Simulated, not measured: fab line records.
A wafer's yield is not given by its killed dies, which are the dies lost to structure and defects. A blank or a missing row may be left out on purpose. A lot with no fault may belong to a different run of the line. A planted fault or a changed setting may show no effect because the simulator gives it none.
Comparing a struck lot with a sound one + flow sky130 + 29 steps out of a route of 708
Sound: wafers L370.2, L370.3, L370.4. Wafers struck: L376.1, L376.3, L376.5. At the end, the cause is stated.
At each step with rows: each side's tool, then ch and its chambers, then its first start. Under that, the readings that differ: sound wafers + struck wafers + difference of the means + sigmas: that difference in standard deviations of wafers without a fault.
alike: a reading whose means differ by less than 2 such deviations, as well as words and numbers matching on both sides. not compared: withheld readings; readings where some wafer has no value; bounds like >300 that might hide an equal value; numbers whose values overlap and for which the record gives no deviation.
The two part at a step that has a row with sigmas, a row that says differs or no value, or rows on one side only. Non-overlapping numbers with no deviation appear without sigmas and do not part them. A reading that every wafer of one side lacks parts them only if that side has two wafers or more.

SKY_PWDE_STRIP_09: strips in O2/N2.
  sound on plasmaAsher-03 ch 0,1, day 4 16:05; struck on plasmaAsher-03 ch 0,1, day 6 04:56
  alike: drypumpMotorCurrentA, n2FlowSccm, oesProductAu, stripTimeToEndpointS
  not compared: rfHoursCounterH
SKY_PWDE_TW_MEAS_10:
  sound: filmMetro-02 at day 4 16:12; struck: filmMetro-02 at day 6 05:02
  alike: PWDE_TW
then, 7 steps without rows for these wafers: SKY_NWELL_DEHYDRATE_03 (time 60 s); SKY_NWELL_HMDS_04 (prime time 60 s); SKY_NWELL_COAT_05 (resist thk 3000 nm); SKY_NWELL_SOFTBAKE_06; SKY_NWELL_EXPOSE_07 (exposes mask NWM, target cd 840 nm); SKY_NWELL_PEB_08; SKY_NWELL_DEVELOP_09 (develop time 60 s).
SKY_NWELL_OVL_MEAS_10:
  sound: overlay-02 at day 5 09:56; struck: overlay-02 at day 6 23:22
  alike: NWELL_00_OVL
then, 2 steps without rows for these wafers: SKY_NWELL_IMPLANT_11; SKY_NWELL_IMPLANT_12.
SKY_NWELL_IMPLANT_13:
  sound on implanter-02 ch 0, day 5 10:17; struck on implanter-03, day 6 23:41
  no value came back on the struck wafers for beamEnergyKeV, beamOnS (s); on the sound wafers beamEnergyKeV reads 50.007 50.029 50.007
SKY_NWELL_STRIP_14: strips in O2/N2.
  sound on plasmaAsher-04 ch 0,1, day 5 10:25; struck on plasmaAsher-04 ch 0,1, day 6 23:50
  alike: drypumpMotorCurrentA, n2FlowSccm, oesProductAu, stripTimeToEndpointS
  not compared: rfHoursCounterH
SKY_NWELL_TW_MEAS_15:
  sound: filmMetro-03 at day 5 10:32; struck: filmMetro-03 at day 6 23:56
  alike: NWELL_TW
then, 7 steps without rows for these wafers: SKY_NWELL_DEHYDRATE_16 (time 60 s); SKY_NWELL_HMDS_17 (prime time 60 s); SKY_NWELL_COAT_18 (resist thk 3000 nm); SKY_NWELL_SOFTBAKE_19; SKY_NWELL_EXPOSE_20 (exposes mask NWM COMPLEMENT, target cd 840 nm); SKY_NWELL_PEB_21; SKY_NWELL_DEVELOP_22 (develop time 60 s).
SKY_NWELL_OVL_MEAS_23:
  sound: overlay-01 at day 6 04:31; struck: overlay-02 at day 7 19:55
  alike: NWELL_01_OVL
then, 1 step without rows for these wafers: SKY_NWELL_IMPLANT_24.
SKY_NWELL_STRIP_25: strips in O2/N2.
  sound on plasmaAsher-02 ch 0,1, day 6 04:42; struck on plasmaAsher-01 ch 0,1, day 7 20:06
  alike: drypumpMotorCurrentA, n2FlowSccm, oesProductAu, stripTimeToEndpointS
  not compared: rfHoursCounterH
SKY_NWELL_TW_MEAS_26:
  sound: filmMetro-04 at day 6 04:49; struck: filmMetro-02 at day 7 20:12
  alike: NWELL_2_TW
then, 1 step without rows for these wafers: SKY_NWELL_CLEAN_27 (cleans in SC1/SC2, time 150 s).
SKY_NWELL_RTA_28: time 30 s.
  sound on rtpAnneal-02 ch 0, day 6 04:55; struck on rtpAnneal-01 ch 0, day 7 20:19
  alike: annealTempCMax, lampPowerPct, wafer_temp_C_max
SKY_NWELL_RS_MEAS_29: the measuring method here is four-point-probe.
  sound: filmMetro-03 at day 6 05:02; struck: filmMetro-04 at day 7 20:25
| reading           | sound             | struck            | difference | sigmas |
|-------------------|-------------------|-------------------|------------|--------|
| NWELL_RS (ohm/sq) | 626.0 622.4 623.6 | 650.9 651.2 650.5 | +26.9      | +15    |

## WHERE THEY PART
At SKY_NWELL_IMPLANT_13 first; at SKY_NWELL_RS_MEAS_29 last (within this record only).

WHY: what the simulator had put in
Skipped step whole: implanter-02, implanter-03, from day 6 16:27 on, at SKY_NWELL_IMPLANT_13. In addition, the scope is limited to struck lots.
